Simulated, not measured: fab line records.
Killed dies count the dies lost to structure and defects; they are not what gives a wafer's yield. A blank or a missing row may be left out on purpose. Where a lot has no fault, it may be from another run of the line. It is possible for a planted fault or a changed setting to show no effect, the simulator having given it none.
fab line records	flow sky130
[record] lots = 13	wafers = 38	last-day = 50
route steps=708 shown VT_ADJUST_LVTN@117 VT_ADJUST_NCORE@127 SONOS_TUNNEL@160 PAD_OPEN@708
lots that met no fault: from a run of the same line without faults
start-h: hours from the record's first day to the start of the lot's first wafer shown	wait-h: hours elapsed since this lot's preceding step	" repeats the value in the row above	L1.1+2: a single row standing in for several wafers	- no value, or no start was given	* or withheld: withheld	< > ~ a bound
route shown NAME@n: a module of which the file shows steps, and the number in the route of the first	usual: mean and standard deviation over wafers with no fault	same: alike in all rows	chamber/n: place in a boat	sites: readings site by site	_std_site: how widely they spread, as a standard deviation	_edge_site: inner sites' mean taken away from outer sites' mean	radius-mm: how far each site lies from the wafer's centre	mask NAME#n: copy n	behind: the most recent tool/chamber to have shaped the wafer	hold: why the lot went on hold/how many hours it stayed there/how the hold came to an end	device: the n, p or np transistor that did not switch	end of line: the tests these same wafers got at the end of their route	a step given without rows: its recipe and nothing more	killed: dies that structure and defects cost at the first sort, which is not the same as the wafer's yield	map: a wafer's dies, x killed, . not, _ none there
set.NAME: the setting the step ran with; set.NAME@STEP: the setting that earlier step ran with	model.NAME: the simulator's own value behind a step, which no gauge read
one table for each step of the route and one row for each wafer, over a sample of lots
services: a tool's chamber out of use, with start hour (start-h, from the record's first day; less than 0 if before it), hours out, and reason
[[steps]]
[step SKY_VT_ADJUST_LVTN_STRIP_20]
[recipe] chemistry = O2/N2	power-w = 1400	pressure-mtorr = 1500	platen-temp-c = withheld	o2-flow-sccm = 3000	n2-flow-sccm = 300	overash-fraction = 0.5
[usual] drypump-motor-current-A = 5.8/0.51	oes-product-au = 0.716/0.0047	strip-time-to-endpoint-s = 14.18/0.032
lot.wafer	tool	chamber	start-h	wait-h	drypump-motor-current-A	oes-product-au	rf-hours-counter-h	strip-time-to-endpoint-s
L528.2	plasma-asher-03	1	160.39	0.1	5.3	0.721	4	14.16
L528.3	"	0	"	"	5.7	0.710	-	14.19
L528.4	"	1	"	"	5.3	0.711	-	14.16
L529.2	plasma-asher-02	0	164.54	0.1	6.4	0.723	36	14.22
L529.3	"	0	"	"	6.4	0.707	-	14.20
L529.6	"	0	"	"	6.4	0.717	-	14.20
L530.1	plasma-asher-04	0	177.89	0.1	6.3	0.719	48	14.12
L530.4	"	1	"	"	5.1	0.711	-	14.18
L530.5	"	1	"	"	5.1	0.712	-	14.15
L533.1	plasma-asher-02	0	205.59	0.1	6.4	0.718	40	14.16
L533.3	"	0	"	"	6.4	0.708	-	14.18
L533.4	"	1	"	"	6.3	0.718	-	14.18
L534.2	plasma-asher-02	1	213.59	0.1	6.3	0.720	40	14.13
L534.5	"	1	"	"	6.3	0.709	-	14.16
L534.6	"	0	"	"	6.4	0.713	-	14.11
L535.2	plasma-asher-02	0	219.41	0.1	6.4	0.718	41	14.19
L535.5	"	0	"	"	6.4	0.717	-	14.15
L535.6	"	1	"	"	6.3	0.721	-	14.19
L537.1	plasma-asher-03	0	236.09	0.1	5.8	0.711	12	14.19
L537.3	"	0	"	"	5.7	0.721	-	14.20
L537.5	"	0	"	"	5.8	0.713	-	14.20
L538.1	plasma-asher-03	0	240.64	0.1	5.8	0.718	12	14.14
L538.4	"	0	"	"	5.7	0.717	-	14.15
L538.6	"	0	"	"	5.8	0.714	-	14.15
L539.1	plasma-asher-03	1	248.64	0.1	5.3	0.711	13	14.16
L539.3	"	0	"	"	5.7	0.727	-	14.18
L539.5	"	1	"	"	5.3	0.718	-	14.17
L541.1	plasma-asher-02	0	260.84	0.1	6.4	0.715	45	14.12
L541.3	"	1	"	"	6.3	0.715	-	14.13
L541.5	"	1	"	"	6.3	0.721	-	14.11
L542.2	plasma-asher-03	0	268.29	0.1	5.8	0.716	15	14.22
L542.4	"	1	"	"	5.3	0.716	-	14.24
L544.2	plasma-asher-03	0	289.56	0.1	5.8	0.722	17	14.17
L544.3	"	0	"	"	5.7	0.718	-	14.18
L544.4	"	1	"	"	5.3	0.722	-	14.16
L550.1	plasma-asher-02	0	340.26	0.1	6.4	0.712	53	14.15
L550.4	"	0	"	"	6.4	0.709	-	14.14
L550.6	"	1	"	"	6.3	0.719	-	14.17
[step SKY_VT_ADJUST_NCORE_OVL_MEAS_08]
[usual] VT_ADJUST_NCORE_OVL = 0.3/1.5
lot.wafer	tool	chamber	start-h	wait-h	VT_ADJUST_NCORE_OVL[nm]
L528.2	overlay-02	-	180.28	0.1	1.3
L528.3	"	-	"	"	0.5
L528.4	"	-	"	"	1.5
L529.2	overlay-01	-	184.70	0.1	1.8
L529.3	"	-	"	"	1.2
L529.6	"	-	"	"	-0.3
L530.1	overlay-02	-	200.83	0.1	1.0
L530.4	"	-	"	"	1.4
L530.5	"	-	"	"	3.1
L533.1	overlay-01	-	227.83	0.1	0.9
L533.3	"	-	"	"	1.5
L533.4	"	-	"	"	1.0
L534.2	overlay-02	-	236.94	0.1	-0.8
L534.5	"	-	"	"	-0.4
L534.6	"	-	"	"	-0.2
L535.2	overlay-02	-	243.46	0.1	-2.0
L535.5	"	-	"	"	-3.2
L535.6	"	-	"	"	-2.2
L537.1	overlay-01	-	261.08	0.1	-0.7
L537.3	"	-	"	"	-1.2
L537.5	"	-	"	"	1.5
L538.1	overlay-02	-	265.08	0.1	1.0
L538.4	"	-	"	"	1.4
L538.6	"	-	"	"	1.7
L539.1	overlay-02	-	273.79	0.1	0.8
L539.3	"	-	"	"	2.1
L539.5	"	-	"	"	0.7
L541.1	overlay-02	-	286.08	0.1	-1.9
L541.3	"	-	"	"	-0.9
L541.5	"	-	"	"	0.5
L542.2	overlay-01	-	293.80	0.1	1.7
L542.4	"	-	"	"	2.0
L544.2	overlay-01	-	314.84	0.1	-0.6
L544.3	"	-	"	"	1.3
L544.4	"	-	"	"	1.3
L550.1	overlay-02	-	368.13	0.1	2.2
L550.4	"	-	"	"	1.4
L550.6	"	-	"	"	2.8
[step SKY_SONOS_TUNNEL_DEVELOP_06]
[recipe] resist = NOVOLAK	developer = TMAH	develop-time-s = 60	dev-temp-c = 23
lot.wafer	tool	chamber	start-h	wait-h
L528.2+3+4	litho-track-03	0	249.80	0.1
L529.2+3+6	litho-track-02	0	254.13	0.1
L530.1+4+5	litho-track-03	0	272.87	0.1
L533.1+3+4	litho-track-03	0	303.92	0.1
L534.2+5+6	litho-track-03	0	312.45	0.1
L535.2+5+6	litho-track-02	0	320.78	0.1
L537.1+3+5	litho-track-02	0	338.40	0.1
L538.1+4+6	litho-track-04	0	343.11	0.1
L539.1+3+5	litho-track-02	0	352.95	0.1
L541.1+3+5	litho-track-03	0	366.12	0.1
L542.2+4	litho-track-03	0	375.05	0.1
L544.2+3+4	litho-track-03	0	396.30	0.1
L550.1+4+6	litho-track-04	0	456.60	0.1
[step SKY_SONOS_TUNNEL_CD_MEAS_07]
[recipe] target-cd-nm = 410
[usual] cd-nm = 410.1/2.4
lot.wafer	tool	chamber	start-h	wait-h	cd-nm
L528.2	cd-sem-02	-	249.94	0.1	409.6
L528.3	"	-	"	"	408.4
L528.4	"	-	"	"	408.6
L529.2	cd-sem-02	-	254.27	0.1	413.8
L529.3	"	-	"	"	414.0
L529.6	"	-	"	"	413.3
L530.1	cd-sem-01	-	273.02	0.1	408.6
L530.4	"	-	"	"	409.8
L530.5	"	-	"	"	408.1
L533.1	cd-sem-02	-	304.07	0.1	409.9
L533.3	"	-	"	"	414.8
L533.4	"	-	"	"	413.7
L534.2	cd-sem-02	-	312.59	0.1	409.4
L534.5	"	-	"	"	410.7
L534.6	"	-	"	"	406.7
L535.2	cd-sem-02	-	320.92	0.1	405.7
L535.5	"	-	"	"	405.0
L535.6	"	-	"	"	405.0
L537.1	cd-sem-01	-	338.55	0.1	409.6
L537.3	"	-	"	"	410.7
L537.5	"	-	"	"	410.8
L538.1	cd-sem-02	-	343.26	0.1	410.5
L538.4	"	-	"	"	409.7
L538.6	"	-	"	"	410.3
L539.1	cd-sem-01	-	353.10	0.1	413.4
L539.3	"	-	"	"	412.9
L539.5	"	-	"	"	414.0
L541.1	cd-sem-01	-	366.27	0.1	409.9
L541.3	"	-	"	"	408.3
L541.5	"	-	"	"	409.0
L542.2	cd-sem-01	-	375.19	0.1	397.3
L542.4	"	-	"	"	400.7
L544.2	cd-sem-01	-	396.44	0.1	397.9
L544.3	"	-	"	"	408.2
L544.4	"	-	"	"	397.9
L550.1	cd-sem-02	-	456.75	0.1	407.0
L550.4	"	-	"	"	408.3
L550.6	"	-	"	"	406.0
[step SKY_SONOS_TUNNEL_OVL_MEAS_08]
[usual] SONOS_TUNNEL_OVL = 0.2/1
lot.wafer	tool	chamber	start-h	wait-h	SONOS_TUNNEL_OVL[nm]
L528.2	overlay-02	-	250.05	0.1	1.6
L528.3	"	-	"	"	-0.8
L528.4	"	-	"	"	1.7
L529.2	overlay-01	-	254.38	0.1	0.5
L529.3	"	-	"	"	0.0
L529.6	"	-	"	"	-1.1
L530.1	overlay-01	-	273.14	0.1	1.3
L530.4	"	-	"	"	1.4
L530.5	"	-	"	"	-0.8
L533.1	overlay-01	-	304.19	0.1	-0.1
L533.3	"	-	"	"	-1.0
L533.4	"	-	"	"	-0.9
L534.2	overlay-01	-	312.70	0.1	0.8
L534.5	"	-	"	"	-0.1
L534.6	"	-	"	"	-0.7
L535.2	overlay-02	-	321.03	0.1	1.0
L535.5	"	-	"	"	1.7
L535.6	"	-	"	"	2.4
L537.1	overlay-01	-	338.67	0.1	-0.1
L537.3	"	-	"	"	-1.6
L537.5	"	-	"	"	-1.1
L538.1	overlay-01	-	343.38	0.1	-0.7
L538.4	"	-	"	"	-0.6
L538.6	"	-	"	"	-1.6
L539.1	overlay-02	-	353.22	0.1	0.5
L539.3	"	-	"	"	-0.7
L539.5	"	-	"	"	0.2
L541.1	overlay-01	-	366.39	0.1	0.2
L541.3	"	-	"	"	1.2
L541.5	"	-	"	"	1.0
L542.2	overlay-01	-	375.30	0.1	-0.4
L542.4	"	-	"	"	-0.5
L544.2	overlay-02	-	396.55	0.1	-0.7
L544.3	"	-	"	"	0.4
L544.4	"	-	"	"	0.9
L550.1	overlay-02	-	456.87	0.1	0.6
L550.4	"	-	"	"	0.1
L550.6	"	-	"	"	0.2
[step SKY_PAD_OPEN_PROBE_99]
[usual] killed_at_M0_to_M3 = 43/6.6	killed_at_M4_up = 3.2/1.8	killed-at-contacts = 24/5	killed-at-front-end = 15/4.5	killed-at-other = 0.2/0.46	killed-dies = 86/8.8	killed-open = 48/6.6	killed-short = 38/6.1
[same] gross-dies = 492	killed-at-back-side = 0
lot.wafer	tool	chamber	start-h	wait-h	killed_at_M0_to_M3	killed_at_M4_up	killed-at-contacts	killed-at-front-end	killed-at-other	killed-dies	killed-open	killed-short
L528.2	prober-01	-	1071.82	0.1	43	3	30	12	1	89	60	29
L528.3	prober-01	-	1071.87	0.2	47	5	19	21	1	93	43	50
L528.4	prober-01	-	1071.92	0.2	37	5	26	15	0	83	50	33
L529.2	prober-02	-	1090.66	0.1	43	5	16	20	0	84	43	41
L529.3	prober-02	-	1090.71	0.2	36	2	19	24	0	81	55	26
L529.6	prober-02	-	1090.86	0.2	43	2	24	23	0	92	58	34
L530.1	prober-01	-	1106.04	0.1	44	4	21	17	0	86	51	35
L530.4	prober-01	-	1106.19	0.2	51	3	18	12	0	84	39	45
L530.5	prober-01	-	1106.24	0.2	37	4	22	17	0	80	42	38
L533.1	prober-02	-	1113.93	0.1	33	4	28	15	1	81	45	36
L533.3	prober-02	-	1114.03	0.2	60	2	22	8	1	93	51	42
L533.4	prober-02	-	1114.08	0.2	43	5	28	14	0	90	40	50
L534.2	prober-01	-	1128.88	0.1	56	4	26	14	0	100	53	47
L534.5	prober-01	-	1129.03	0.2	51	2	24	8	0	85	54	31
L534.6	prober-01	-	1129.08	0.2	53	3	20	13	0	89	53	36
L535.2	prober-01	-	1136.89	0.1	46	3	21	15	1	86	45	41
L535.5	prober-01	-	1137.04	0.2	42	5	24	15	0	86	48	38
L535.6	prober-01	-	1137.09	0.2	45	3	16	14	1	79	47	32
L537.1	prober-01	-	1146.39	0.1	55	1	24	25	1	106	61	45
L537.3	prober-01	-	1146.49	0.2	36	1	30	22	0	89	50	39
L537.5	prober-01	-	1146.59	0.2	44	5	32	15	0	96	56	40
L538.1	prober-02	-	1148.80	0.1	52	3	20	13	0	88	44	44
L538.4	prober-02	-	1148.95	0.2	41	1	24	28	0	94	46	48
L538.6	prober-02	-	1149.05	0.2	34	6	14	11	0	65	38	27
L542.2	prober-01	-	1181.63	0.1	32	3	31	9	1	76	40	36
L542.4	prober-01	-	1181.73	0.2	35	0	36	25	0	96	53	43
L539.1	prober-02	-	1182.61	0.1	39	2	32	12	0	85	50	35
L539.3	prober-02	-	1182.71	0.2	41	2	32	18	0	93	54	39
L539.5	prober-02	-	1182.81	0.2	33	1	20	17	0	71	43	28
L541.1	prober-01	-	1183.26	0.1	51	1	24	8	0	84	46	38
L541.3	prober-01	-	1183.36	0.2	52	3	30	18	0	103	52	51
L541.5	prober-01	-	1183.46	0.2	49	4	29	11	0	93	60	33
L544.2	prober-02	-	1184.86	0.1	42	0	16	17	0	75	39	36
L544.3	prober-02	-	1184.91	0.2	37	5	29	21	1	93	44	49
L544.4	prober-02	-	1184.96	0.2	36	4	30	16	0	86	50	36
L550.1	prober-01	-	1211.13	0.1	37	2	22	11	0	72	34	38
L550.4	prober-01	-	1211.28	0.2	39	4	22	16	0	81	43	38
L550.6	prober-01	-	1211.38	0.2	53	3	21	12	0	89	44	45
// killed by level:class
L528.2 LI_CONTACT:geometric-particle:open=13 VIA2:geometric-particle:open=10 CONTACT:geometric-particle:open=9 VIA1:geometric-particle:open=9 METAL2:geometric-particle:short=6 POLY_GATE:geometric-particle:open=5 VIA3:geometric-particle:open=5 CONTACT:geometric-particle:short=4
L528.3 VIA1:geometric-particle:open=12 POLY_GATE:geometric-particle:short=8 METAL2:geometric-particle:short=8 LI_CONTACT:geometric-particle:open=6 VIA1:geometric-particle:short=6 POLY_GATE:geometric-particle:open=5 VIA2:geometric-particle:open=5 LOCAL_INTERCONNECT:geometric-particle:short=5
L528.4 VIA2:geometric-particle:open=12 LI_CONTACT:geometric-particle:open=11 VIA1:geometric-particle:open=8 METAL1:geometric-particle:short=7 CONTACT:geometric-particle:open=6 FIELD_ISO:geometric-particle:open=4 CONTACT:geometric-particle:short=4 FIELD_ISO:geometric-particle:short=3
L529.2 VIA1:geometric-particle:open=12 METAL1:geometric-particle:short=8 VIA2:geometric-particle:open=8 FIELD_ISO:geometric-particle:open=6 FIELD_ISO:geometric-particle:short=6 CONTACT:geometric-particle:open=5 METAL2:geometric-particle:short=5 METAL4:geometric-particle:short=5
L529.3 VIA2:geometric-particle:open=12 POLY_GATE:geometric-particle:open=10 VIA3:geometric-particle:open=6 LI_CONTACT:geometric-particle:open=6 CONTACT:geometric-particle:open=6 VIA1:geometric-particle:open=6 POLY_GATE:geometric-particle:short=4 LOCAL_INTERCONNECT:geometric-particle:short=4
L529.6 VIA1:geometric-particle:open=15 CONTACT:geometric-particle:open=11 VIA2:geometric-particle:open=11 POLY_GATE:geometric-particle:short=10 FIELD_ISO:geometric-particle:open=5 METAL2:geometric-particle:short=5 LI_CONTACT:geometric-particle:open=4 POLY_GATE:geometric-particle:open=3
L530.1 VIA1:geometric-particle:open=13 VIA2:geometric-particle:open=7 LI_CONTACT:geometric-particle:open=6 CONTACT:geometric-particle:open=6 FIELD_ISO:geometric-particle:open=5 POLY_GATE:geometric-particle:open=5 CONTACT:geometric-particle:short=5 METAL1:geometric-particle:short=5
L530.4 VIA1:geometric-particle:open=11 VIA3:geometric-particle:open=8 VIA1:geometric-particle:short=7 CONTACT:geometric-particle:open=6 METAL2:geometric-particle:short=5 VIA3:geometric-particle:short=5 FIELD_ISO:geometric-particle:short=4 POLY_GATE:geometric-particle:short=4
L530.5 CONTACT:geometric-particle:open=8 VIA1:geometric-particle:open=8 VIA3:geometric-particle:open=8 FIELD_ISO:geometric-particle:short=5 METAL2:geometric-particle:short=5 VIA2:geometric-particle:open=5 POLY_GATE:geometric-particle:open=4 CONTACT:geometric-particle:short=4
L533.1 CONTACT:geometric-particle:open=12 LI_CONTACT:geometric-particle:open=8 VIA1:geometric-particle:open=7 VIA1:geometric-particle:short=6 METAL2:geometric-particle:short=5 FIELD_ISO:geometric-particle:short=4 CONTACT:geometric-particle:short=4 VIA2:geometric-particle:open=4
L533.3 VIA1:geometric-particle:open=19 CONTACT:geometric-particle:open=12 VIA1:geometric-particle:short=9 VIA3:geometric-particle:open=7 VIA2:geometric-particle:open=6 METAL1:geometric-particle:short=5 METAL2:geometric-particle:short=5 VIA2:geometric-particle:short=4
L533.4 VIA1:geometric-particle:open=11 CONTACT:geometric-particle:open=9 METAL1:geometric-particle:short=9 LI_CONTACT:geometric-particle:open=7 POLY_GATE:geometric-particle:short=6 LOCAL_INTERCONNECT:geometric-particle:short=6 FIELD_ISO:geometric-particle:open=5 CONTACT:geometric-particle:short=5
L534.2 VIA1:geometric-particle:open=11 CONTACT:geometric-particle:open=9 METAL1:geometric-particle:short=7 METAL2:geometric-particle:short=7 VIA3:geometric-particle:open=6 FIELD_ISO:geometric-particle:open=5 VIA2:geometric-particle:open=5 FIELD_ISO:geometric-particle:short=4
L534.5 VIA1:geometric-particle:open=12 CONTACT:geometric-particle:open=11 VIA2:geometric-particle:open=9 LI_CONTACT:geometric-particle:open=6 METAL1:geometric-particle:short=6 VIA3:geometric-particle:open=6 METAL2:geometric-particle:short=5 VIA1:geometric-particle:short=4
L534.6 VIA1:geometric-particle:open=14 VIA2:geometric-particle:open=13 LI_CONTACT:geometric-particle:open=6 VIA1:geometric-particle:short=6 METAL2:geometric-particle:short=6 FIELD_ISO:geometric-particle:open=5 FIELD_ISO:geometric-particle:short=5 CONTACT:geometric-particle:open=5
L535.2 VIA1:geometric-particle:open=14 CONTACT:geometric-particle:open=9 METAL1:geometric-particle:short=8 VIA3:geometric-particle:open=5 VIA1:geometric-particle:short=5 SPACER:geometric-particle:short=4 LI_CONTACT:geometric-particle:short=4 METAL2:geometric-particle:short=4
L535.5 VIA1:geometric-particle:open=9 CONTACT:geometric-particle:open=9 METAL1:geometric-particle:short=8 VIA2:geometric-particle:open=8 VIA3:geometric-particle:open=7 LOCAL_INTERCONNECT:geometric-particle:short=6 FIELD_ISO:geometric-particle:open=4 LI_CONTACT:geometric-particle:open=4
L535.6 VIA1:geometric-particle:open=11 VIA2:geometric-particle:open=9 VIA3:geometric-particle:open=7 POLY_GATE:geometric-particle:open=6 CONTACT:geometric-particle:open=6 VIA1:geometric-particle:short=5 FIELD_ISO:geometric-particle:short=4 POLY_GATE:geometric-particle:short=4
L537.1 VIA1:geometric-particle:open=15 VIA2:geometric-particle:open=9 CONTACT:geometric-particle:open=8 VIA3:geometric-particle:open=7 FIELD_ISO:geometric-particle:open=5 FIELD_ISO:geometric-particle:short=5 POLY_GATE:geometric-particle:short=5 METAL1:geometric-particle:short=5
L537.3 CONTACT:geometric-particle:open=14 LI_CONTACT:geometric-particle:open=7 VIA1:geometric-particle:open=7 METAL2:geometric-particle:short=6 METAL1:geometric-particle:short=5 VIA2:geometric-particle:open=5 FIELD_ISO:geometric-particle:open=4 POLY_GATE:geometric-particle:open=4
L537.5 LI_CONTACT:geometric-particle:open=12 CONTACT:geometric-particle:open=12 METAL2:geometric-particle:short=11 VIA1:geometric-particle:open=8 VIA2:geometric-particle:open=7 VIA3:geometric-particle:open=5 FIELD_ISO:geometric-particle:short=4 FIELD_ISO:geometric-particle:open=4
L538.1 VIA1:geometric-particle:open=12 METAL1:geometric-particle:short=10 VIA2:geometric-particle:open=9 CONTACT:geometric-particle:open=7 METAL2:geometric-particle:short=7 CONTACT:geometric-particle:short=5 POLY_GATE:geometric-particle:open=4 VIA1:geometric-particle:short=4
L538.4 CONTACT:geometric-particle:open=11 FIELD_ISO:geometric-particle:open=9 POLY_GATE:geometric-particle:short=9 VIA3:geometric-particle:short=8 VIA1:geometric-particle:open=8 CONTACT:geometric-particle:short=6 LI_CONTACT:geometric-particle:open=4 METAL1:geometric-particle:short=4
L538.6 VIA1:geometric-particle:open=7 CONTACT:geometric-particle:open=7 VIA3:geometric-particle:open=6 VIA2:geometric-particle:open=6 METAL4:geometric-particle:short=5 METAL1:geometric-particle:short=5 FIELD_ISO:geometric-particle:open=4 LOCAL_INTERCONNECT:geometric-particle:short=3
L542.2 CONTACT:geometric-particle:open=9 VIA1:geometric-particle:open=9 LOCAL_INTERCONNECT:geometric-particle:short=6 METAL1:geometric-particle:short=6 LI_CONTACT:geometric-particle:short=5 CONTACT:geometric-particle:short=5 METAL2:geometric-particle:short=5 VIA3:geometric-particle:open=5
L542.4 CONTACT:geometric-particle:open=14 FIELD_ISO:geometric-particle:short=9 VIA3:geometric-particle:open=9 LI_CONTACT:geometric-particle:open=8 VIA1:geometric-particle:open=8 CONTACT:geometric-particle:short=6 METAL1:geometric-particle:short=6 LOCAL_INTERCONNECT:geometric-particle:short=5
L539.1 CONTACT:geometric-particle:open=12 LI_CONTACT:geometric-particle:open=9 VIA1:geometric-particle:open=9 LOCAL_INTERCONNECT:geometric-particle:short=5 CONTACT:geometric-particle:short=5 METAL1:geometric-particle:short=5 VIA3:geometric-particle:open=5 METAL1:geometric-particle:open=4
L539.3 VIA1:geometric-particle:open=14 CONTACT:geometric-particle:open=8 LI_CONTACT:geometric-particle:open=8 FIELD_ISO:geometric-particle:open=6 FIELD_ISO:geometric-particle:short=6 LOCAL_INTERCONNECT:geometric-particle:short=6 LI_CONTACT:geometric-particle:short=5 METAL1:geometric-particle:short=5
L539.5 CONTACT:geometric-particle:open=11 VIA2:geometric-particle:open=9 FIELD_ISO:geometric-particle:open=6 METAL1:geometric-particle:short=6 FIELD_ISO:geometric-particle:short=5 VIA1:geometric-particle:open=5 POLY_GATE:geometric-particle:open=4 VIA1:geometric-particle:short=4
L541.1 CONTACT:geometric-particle:open=10 VIA1:geometric-particle:short=8 LI_CONTACT:geometric-particle:open=8 VIA1:geometric-particle:open=8 VIA2:geometric-particle:open=7 METAL1:geometric-particle:open=5 METAL1:geometric-particle:short=5 METAL2:geometric-particle:short=5
L541.3 CONTACT:geometric-particle:open=12 VIA1:geometric-particle:open=10 METAL2:geometric-particle:short=7 VIA2:geometric-particle:open=7 CONTACT:geometric-particle:short=7 VIA3:geometric-particle:open=7 VIA1:geometric-particle:short=6 POLY_GATE:geometric-particle:short=5
L541.5 CONTACT:geometric-particle:open=12 VIA2:geometric-particle:open=12 VIA1:geometric-particle:open=11 LI_CONTACT:geometric-particle:open=10 METAL1:geometric-particle:short=6 METAL2:geometric-particle:short=5 FIELD_ISO:geometric-particle:open=4 POLY_GATE:geometric-particle:open=4
L544.2 VIA3:geometric-particle:open=9 VIA1:geometric-particle:short=7 VIA1:geometric-particle:open=7 FIELD_ISO:geometric-particle:short=6 LI_CONTACT:geometric-particle:open=6 CONTACT:geometric-particle:open=5 POLY_GATE:geometric-particle:short=4 POLY_GATE:geometric-particle:open=4
L544.3 LI_CONTACT:geometric-particle:open=10 METAL1:geometric-particle:short=7 CONTACT:geometric-particle:open=7 FIELD_ISO:geometric-particle:open=6 CONTACT:geometric-particle:short=6 VIA3:geometric-particle:open=6 VIA1:geometric-particle:short=5 VIA1:geometric-particle:open=5
L544.4 CONTACT:geometric-particle:open=10 CONTACT:geometric-particle:short=9 VIA2:geometric-particle:open=9 VIA1:geometric-particle:open=8 POLY_GATE:geometric-particle:open=7 LI_CONTACT:geometric-particle:open=6 VIA1:geometric-particle:short=5 FIELD_ISO:geometric-particle:open=4
L550.1 VIA1:geometric-particle:open=8 CONTACT:geometric-particle:open=7 METAL2:geometric-particle:short=6 VIA2:geometric-particle:open=6 LI_CONTACT:geometric-particle:open=5 POLY_GATE:geometric-particle:short=5 CONTACT:geometric-particle:short=5 METAL1:geometric-particle:short=5
L550.4 VIA1:geometric-particle:open=11 CONTACT:geometric-particle:open=10 VIA3:geometric-particle:open=6 METAL2:geometric-particle:short=5 VIA2:geometric-particle:open=5 LI_CONTACT:geometric-particle:short=4 LI_CONTACT:geometric-particle:open=4 METAL4:geometric-particle:short=4
L550.6 METAL2:geometric-particle:short=11 VIA3:geometric-particle:open=7 VIA2:geometric-particle:open=7 VIA3:geometric-particle:short=6 FIELD_ISO:geometric-particle:open=5 LI_CONTACT:geometric-particle:short=5 CONTACT:geometric-particle:open=5 METAL2:geometric-particle:open=5
[[services]]
tool	chamber	start-h	hours	kind
plasma-asher-04	-	155.72	13.8	repair
plasma-asher-03	-	190.67	2.8	pm
plasma-asher-02	-	232.02	2.8	repair
plasma-asher-04	-	279.86	3.0	repair
plasma-asher-03	-	340.07	28.1	pm
plasma-asher-02	-	351.22	9.2	repair
plasma-asher-03	-	403.30	1.7	repair
plasma-asher-04	-	421.25	9.0	pm
plasma-asher-04	0	421.25	9.0	vent-cycle
plasma-asher-04	1	421.25	9.0	vent-cycle
plasma-asher-04	0	430.25	-	clean
plasma-asher-04	1	430.25	-	clean
plasma-asher-02	-	442.98	0.7	repair
plasma-asher-03	-	453.29	5.7	repair
[[key]]
[first-sign] step = SKY_SONOS_TUNNEL_CD_MEAS_07	reading = cd-nm	direction = down	sigmas = 5	usual = 410.1	struck = 398.4
effect none on later readings
met-at SKY_SONOS_TUNNEL_DEVELOP_06
struck-lots L542,L544
struck-wafers L542.2,L542.4,L544.2,L544.4
tester-left-out L542,L544
not-acting-at SKY_VT_ADJUST_LVTN_STRIP_20,SKY_VT_ADJUST_NCORE_OVL_MEAS_08,SKY_SONOS_TUNNEL_OVL_MEAS_08
onset-between 366.12 375.05
[fault] kind = process-parameter-drift	tool = litho-track-03	chamber = -	onset-h = 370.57	steps = SKY_SONOS_TUNNEL_DEVELOP_06	channel = develop-time-s	offset = *	shape = step	end-h = 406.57	scope = struck-wafers-only	acts-in = *	stated = *
// tester-left-out: of these lots the tester's yield and bins aren't shown, on N5 and GAA mostly nor the transistor test; their killed dies are dies lost to structure and defects alone, not to doping, threshold or leakage, so they don't give the yield
